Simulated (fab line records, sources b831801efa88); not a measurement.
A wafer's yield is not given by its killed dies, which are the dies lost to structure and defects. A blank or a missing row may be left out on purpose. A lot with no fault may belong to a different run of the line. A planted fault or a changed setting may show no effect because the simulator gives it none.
What tool caused it?    flow sky130    72 wafers from 24 lots sampled at 5 of the route's 708 steps

## WHAT THE GAUGES SHOWED, per wafer
SKY_CAP2M_THK_MEAS_04: measures by xrf.
lot   measured      on            CAP2M_TIN_THK (nm)
L074  day 40 00:52  filmMetro-02  203.1 201.3 202.3
L075  day 40 01:14  filmMetro-03  197.0 199.2 197.8
L076  day 40 04:53  filmMetro-04  196.2 197.7 195.4
L077  day 40 12:49  filmMetro-04  201.4 198.7 199.6
L078  day 40 18:58  filmMetro-04  199.3 199.6 200.0
L079  day 41 04:59  filmMetro-03  199.8 200.6 198.7
L080  day 41 10:15  filmMetro-02  202.1 201.1 202.2
L081  day 42 00:59  filmMetro-02  202.7 203.5 203.8
L082  day 42 06:51  filmMetro-02  198.6 198.9 199.7
L084  day 42 19:05  filmMetro-02  203.3 198.4 202.9
L083  day 42 19:31  filmMetro-03  201.6 199.7 202.0
L086  day 43 19:46  filmMetro-02  196.8 198.0 200.1
L085  day 43 22:56  filmMetro-03  200.9 203.3 203.5
L088  day 44 12:32  filmMetro-04  197.9 197.4 196.4
L087  day 44 13:50  filmMetro-04  201.4 199.7 198.4
L089  day 44 16:26  filmMetro-04  200.4 201.3 198.3
L090  day 44 22:17  filmMetro-02  201.4 201.4 200.0
L091  day 45 03:02  filmMetro-04  201.0 203.4 200.1
L092  day 45 03:36  filmMetro-02  201.9 202.8 199.9
L093  day 45 10:08  filmMetro-03  201.4 202.8 202.4
L094  day 45 11:01  filmMetro-04  200.1 201.5 200.2
L095  day 45 13:28  filmMetro-04  198.9 199.4 198.2
L096  day 46 01:38  filmMetro-02  199.8 198.6 198.8
L097  day 46 11:42  filmMetro-04  202.5 202.3 202.6

SKY_METAL4_CD_MEAS_13 targets a cd of 300 nm.
lot   measured      on        cdNm (nm)
L074  day 42 01:59  cdSem-01  298.0 297.8 297.9
L075  day 42 02:37  cdSem-01  297.7 297.9 297.7
L076  day 42 05:53  cdSem-02  298.7 298.4 299.6
L077  day 42 12:35  cdSem-01  298.8 298.1 298.7
L078  day 42 19:23  cdSem-02  301.0 300.8 301.2
L079  day 43 04:01  cdSem-02  299.9 301.1 301.6
L080  day 43 09:20  cdSem-02  299.6 301.4 299.3
L081  day 43 22:55  cdSem-02  298.8 299.9 298.5
L082  day 44 05:48  cdSem-01  299.4 299.5 301.2
L084  day 44 17:07  cdSem-01  298.7 298.1 297.9
L083  day 44 17:47  cdSem-02  301.9 300.9 302.1
L086  day 45 15:53  cdSem-02  299.1 297.7 297.8
L085  day 45 19:38  cdSem-01  301.5 300.3 302.1
L088  day 46 07:04  cdSem-01  300.4 299.6 300.8
L087  day 46 09:23  cdSem-02  300.0 299.6 300.4
L089  day 46 12:17  cdSem-02  300.4 299.6 298.7
L090  day 46 16:30  cdSem-01  299.2 299.6 299.4
L091  day 46 20:42  cdSem-01  302.1 300.8 300.9
L092  day 46 22:09  cdSem-02  301.2 300.4 300.8
L093  day 47 04:14  cdSem-02  299.0 300.1 300.3
L094  day 47 04:45  cdSem-02  302.4 301.6 300.9
L095  day 47 06:46  cdSem-02  299.4 301.0 301.9
L096  day 47 18:21  cdSem-01  299.7 298.4 301.3
L097  day 48 03:23  cdSem-02  302.0 302.6 302.7

## WHICH TOOL RAN EACH LOT (tool, then ch and the chambers of the sampled wafers, then the start)
lot   SKY_METAL2_METAL_ETCH_19          SKY_VIA2_ETCH_15                   SKY_VIA3_CMP_02
L074  rieMetal-04 ch 0,1, day 35 09:38  rieDiel-03 ch 2,3, day 36 13:38    cmp-02 ch 1,2, day 38 20:55
L075  rieMetal-01 ch 0,1, day 35 09:59  rieDiel-02 ch 1,2, day 36 13:46    cmp-02 ch 0,1, day 38 21:20
L076  rieMetal-01 ch 0,1, day 35 16:18  rieDiel-02 ch 1,3, day 36 19:35    cmp-02 ch 0,1,2, day 39 02:02
L077  rieMetal-01 ch 0,1, day 35 22:48  rieDiel-02 ch 1,3, day 37 02:25    cmp-02 ch 1,2,3, day 39 09:14
L078  rieMetal-01 ch 0,1, day 36 05:59  rieDiel-03 ch 0,2,3, day 37 09:20  cmp-01 ch 0,3, day 39 16:05
L079  rieMetal-01 ch 0, day 36 14:56    rieDiel-03 ch 1,2, day 37 18:26    cmp-02 ch 1,2, day 40 01:10
L080  rieMetal-02 ch 0,1, day 36 21:02  rieDiel-02 ch 1,2, day 38 00:20    cmp-02 ch 1,2, day 40 07:08
L081  rieMetal-04 ch 0,1, day 37 13:17  rieDiel-04 ch 1,2,3, day 38 15:59  cmp-02 ch 1,2,3, day 40 22:59
L082  rieMetal-01 ch 0,1, day 37 19:27  rieDiel-02 ch 1,2, day 38 22:38    cmp-02 ch 0,2,3, day 41 04:57
L084  rieMetal-04 ch 0,1, day 38 10:23  rieDiel-03 ch 1,2, day 39 13:20    cmp-02 ch 2,3, day 41 17:55
L083  rieMetal-02 ch 0,1, day 38 11:38  rieDiel-04 ch 0,1,2, day 39 14:02  cmp-01 ch 0,1,2, day 41 17:53
L086  rieMetal-01 ch 0,1, day 39 12:27  rieDiel-02 ch 0,2,3, day 40 14:35  cmp-01 ch 0,3, day 42 19:02
L085  rieMetal-02 ch 0,1, day 39 15:32  rieDiel-02 ch 0,2, day 40 17:44    cmp-01 ch 1,3, day 42 21:26
L088  rieMetal-01 ch 0,1, day 40 07:18  rieDiel-03 ch 0,1,2, day 41 09:20  cmp-01 ch 0,1,3, day 43 12:11
L087  rieMetal-04 ch 0,1, day 40 08:31  rieDiel-04 ch 0,2,3, day 41 10:38  cmp-02 ch 0,1, day 43 13:08
L089  rieMetal-04 ch 0,1, day 40 10:53  rieDiel-03 ch 1,2,3, day 41 12:11  cmp-02 ch 0,1,2, day 43 15:08
L090  rieMetal-04 ch 0,1, day 40 18:32  rieDiel-04 ch 1,2,3, day 41 20:11  cmp-02 ch 0,2,3, day 43 21:24
L091  rieMetal-02 ch 0,1, day 40 22:38  rieDiel-02 ch 1,2, day 41 23:50    cmp-02 ch 1,2,3, day 44 01:35
L092  rieMetal-04 ch 0,1, day 40 23:35  rieDiel-03 ch 1,2,3, day 42 01:32  cmp-01 ch 0,1,3, day 44 02:59
L093  rieMetal-01 ch 0,1, day 41 05:54  rieDiel-03 ch 0,2,3, day 42 07:41  cmp-01 ch 0,1,2, day 44 09:40
L094  rieMetal-04 ch 0,1, day 41 08:01  rieDiel-02 ch 2,3, day 42 09:26    cmp-01 ch 0,2,3, day 44 10:38
L095  rieMetal-01 ch 1, day 41 11:08    rieDiel-04 ch 1,2,3, day 42 12:14  cmp-01 ch 0,1,3, day 44 13:40
L096  rieMetal-04 ch 0, day 41 23:02    rieDiel-04 ch 2,3, day 42 23:56    cmp-02 ch 1,2,3, day 45 01:43
L097  rieMetal-04 ch 0,1, day 42 05:14  rieDiel-03 ch 1,2, day 43 05:29    cmp-02 ch 2,3, day 45 05:47
- SKY_METAL2_METAL_ETCH_19: etches the open film in Cl2/BCl3, stops on SiO2, target depth 360 nm, time 78 s.
- SKY_VIA2_ETCH_15: etches SiO2 in C4F8/O2/Ar, stops on TiN, target depth 546 nm, time 84 s.
- SKY_VIA3_CMP_02: polishes SiO2.

## WHAT THE TOOLS THEMSELVES READ (means of the sampled wafers that have a number; where no wafer has one, the mark that the record gives instead)
SKY_METAL2_METAL_ETCH_19.
lot   tool         drypumpMotorCurrentA (A)  heBacksideLeakSccm (sccm)  oesProductAu (a.u.)  throttleValvePct (%)
L074  rieMetal-04  5.9                       3.64                       0.854                22.270
L075  rieMetal-01  5.4                       3.00                       0.850                22.266
L076  rieMetal-01  5.2                       3.24                       0.856                22.266
L077  rieMetal-01  5.4                       3.28                       0.858                22.265
L078  rieMetal-01  5.4                       2.98                       0.857                22.258
L079  rieMetal-01  5.5                       3.22                       0.856                22.266
L080  rieMetal-02  5.9                       3.41                       0.846                22.274
L081  rieMetal-04  5.7                       3.41                       0.855                22.261
L082  rieMetal-01  5.4                       3.22                       0.855                22.270
L084  rieMetal-04  5.7                       3.40                       0.857                22.261
L083  rieMetal-02  5.9                       3.38                       0.855                22.262
L086  rieMetal-01  5.4                       3.16                       0.850                22.255
L085  rieMetal-02  6.0                       3.19                       0.853                22.263
L088  rieMetal-01  5.2                       3.15                       0.856                22.273
L087  rieMetal-04  5.7                       3.53                       0.855                22.252
L089  rieMetal-04  5.7                       3.45                       0.859                22.265
L090  rieMetal-04  5.9                       3.60                       0.854                22.269
L091  rieMetal-02  6.0                       3.46                       0.855                22.261
L092  rieMetal-04  5.7                       3.50                       0.858                22.266
L093  rieMetal-01  5.2                       3.20                       0.862                22.271
L094  rieMetal-04  5.9                       3.48                       0.855                22.260
L095  rieMetal-01  5.1                       3.03                       0.854                22.268
L096  rieMetal-04  6.0                       3.52                       0.853                22.266
L097  rieMetal-04  5.9                       3.54                       0.856                22.262

SKY_VIA2_ETCH_15.
lot   tool        oesProductAu (a.u.)
L074  rieDiel-03  0.938
L075  rieDiel-02  0.939
L076  rieDiel-02  0.941
L077  rieDiel-02  0.940
L078  rieDiel-03  0.938
L079  rieDiel-03  0.937
L080  rieDiel-02  0.937
L081  rieDiel-04  0.942
L082  rieDiel-02  0.942
L084  rieDiel-03  0.936
L083  rieDiel-04  0.936
L086  rieDiel-02  0.944
L085  rieDiel-02  0.937
L088  rieDiel-03  0.942
L087  rieDiel-04  0.943
L089  rieDiel-03  0.941
L090  rieDiel-04  0.941
L091  rieDiel-02  0.941
L092  rieDiel-03  0.938
L093  rieDiel-03  0.937
L094  rieDiel-02  0.936
L095  rieDiel-04  0.938
L096  rieDiel-04  0.940
L097  rieDiel-03  0.942

SKY_VIA3_CMP_02.
lot   tool    motorCurrentA (A)
L074  cmp-02  12.9
L075  cmp-02  12.8
L076  cmp-02  13.0
L077  cmp-02  13.0
L078  cmp-01  13.3
L079  cmp-02  12.9
L080  cmp-02  13.2
L081  cmp-02  12.8
L082  cmp-02  12.4
L084  cmp-02  12.1
L083  cmp-01  12.7
L086  cmp-01  13.3
L085  cmp-01  13.9
L088  cmp-01  13.8
L087  cmp-02  13.0
L089  cmp-02  12.9
L090  cmp-02  12.2
L091  cmp-02  12.9
L092  cmp-01  13.3
L093  cmp-01  12.4
L094  cmp-01  12.9
L095  cmp-01  13.6
L096  cmp-02  12.8
L097  cmp-02  12.1

## THE ANSWER, worked out from the rows above alone
Rule: the lots themselves supply what counts as usual. Put in order of their means at a reading, lots are off if they are a third of the lots or fewer, leave a main group of 4 or more, and stand apart from it by a gap of 3 or more times the standard deviation of the main group's means; of several such gaps the widest counts. If all means in a main group match to the digits the tables above print for the reading, that group is not used. Also off: a lot with no number at a reading for which 4 or more lots have one. Any other lot the step has rows for is counted as sound. The gauges are gone through in route order, then the tools' own readings, and for those a lot's mean is taken as printed above. At the first step where some lot is off, the reading lying furthest off is the one used; lots without a number count as furthest.
No lot is off on any of the readings shown, so nothing can be concluded from this.

## WHAT THE SIMULATOR HAD INSERTED
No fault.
